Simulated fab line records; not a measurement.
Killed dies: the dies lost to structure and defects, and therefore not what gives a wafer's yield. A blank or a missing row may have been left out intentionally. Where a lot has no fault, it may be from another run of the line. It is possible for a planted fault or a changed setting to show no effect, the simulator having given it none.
Which tool did it?    flow gf180mcu    36 wafers from 12 lots sampled at 3 of the route's 602 steps

WHAT THE GAUGES SHOWED, per wafer
GF_V2_CD_MEAS_14: target cd 260 nm.
lot   measured      on         cd_nm (nm)
L419  day 19 09:56  cd_sem-01  260.0 260.3 260.3
L420  day 19 14:51  cd_sem-01  261.4 260.9 261.2
L422  day 20 13:55  cd_sem-01  258.2 259.6 259.3
L423  day 20 21:06  cd_sem-01  261.8 261.2 262.9
L427  day 24 04:16  cd_sem-01  260.1 259.0 260.7
L429  day 24 06:09  cd_sem-01  259.0 259.6 260.4
L431  day 24 11:34  cd_sem-01  260.2 260.3 258.5
L432  day 24 23:57  cd_sem-02  260.5 260.8 261.5
L433  day 25 19:53  cd_sem-01  257.9 258.7 258.0
L434  day 25 21:28  cd_sem-01  259.8 261.1 261.1
L438  day 27 13:30  cd_sem-02  261.6 261.0 259.4
L442  day 28 08:22  cd_sem-01  259.8 269.9 258.7

WHAT TOOL EACH LOT RAN ON (gives the tool, then ch and the chambers of the sampled wafers, and finally the start)
lot   GF_M2_SPUTTER_02              GF_V2_PEB_12
L419  pvd_sputter-03, day 17 07:26  litho_track-03 ch 0, day 19 09:35
L420  pvd_sputter-01, day 17 12:50  litho_track-02 ch 0, day 19 14:30
L422  pvd_sputter-01, day 18 12:18  litho_track-02 ch 0, day 20 13:35
L423  pvd_sputter-01, day 18 18:11  litho_track-04 ch 0, day 20 20:46
L427  pvd_sputter-02, day 22 06:22  litho_track-04 ch 0, day 24 03:57
L429  pvd_sputter-01, day 22 07:22  litho_track-03 ch 0, day 24 05:49
L431  pvd_sputter-01, day 22 13:44  litho_track-02 ch 0, day 24 11:14
L432  pvd_sputter-01, day 23 02:44  litho_track-02 ch 0, day 24 23:36
L433  pvd_sputter-03, day 23 22:55  litho_track-03 ch 0, day 25 19:32
L434  pvd_sputter-03, day 24 01:43  litho_track-02 ch 0, day 25 21:08
L438  pvd_sputter-01, day 25 20:55  litho_track-03 ch 0, day 27 13:10
L442  pvd_sputter-03, day 26 15:19  litho_track-02 ch 0, day 28 08:02
- GF_M2_SPUTTER_02: material AlCu, target thk 450 nm, time 23.9 s.
- GF_V2_PEB_12: peb time 90 s.

WHAT THE TOOLS THEMSELVES READ (means of the sampled wafers that have a number; where no wafer has one, the mark that the record gives instead)
GF_M2_SPUTTER_02.
lot   tool            throttle_valve_pct (%)
L419  pvd_sputter-03  30.4
L420  pvd_sputter-01  29.4
L422  pvd_sputter-01  29.6
L423  pvd_sputter-01  29.6
L427  pvd_sputter-02  29.4
L429  pvd_sputter-01  29.4
L431  pvd_sputter-01  29.8
L432  pvd_sputter-01  29.4
L433  pvd_sputter-03  30.0
L434  pvd_sputter-03  30.9
L438  pvd_sputter-01  29.4
L442  pvd_sputter-03  29.4

THE ANSWER, worked out from the rows above alone
Rule: what is usual is taken from the lots themselves. The widest of any qualifying gaps counts: lots, ordered by their means at a reading, are off when they make up no more than a third of the lots, leave a main group of 4 or more, and stand apart from it by 3 or more times the standard deviation of that group's means. A main group is skipped when, at the precision printed for the reading in the tables above, its means are all equal. A lot without any number at a reading at which 4 lots or more have one is off too. Where the step has rows for the other lots, those lots are counted as sound. Order of review: gauges by route order, followed by the tools' own readings, for which a lot's mean as printed above is used. The first step at which some lot is off is used, and at that step the reading that is off furthest; a lot without a number counts as furthest.
None of the lots is off at any reading shown; this tells nothing.

WHAT THE SIMULATOR HAD INSERTED
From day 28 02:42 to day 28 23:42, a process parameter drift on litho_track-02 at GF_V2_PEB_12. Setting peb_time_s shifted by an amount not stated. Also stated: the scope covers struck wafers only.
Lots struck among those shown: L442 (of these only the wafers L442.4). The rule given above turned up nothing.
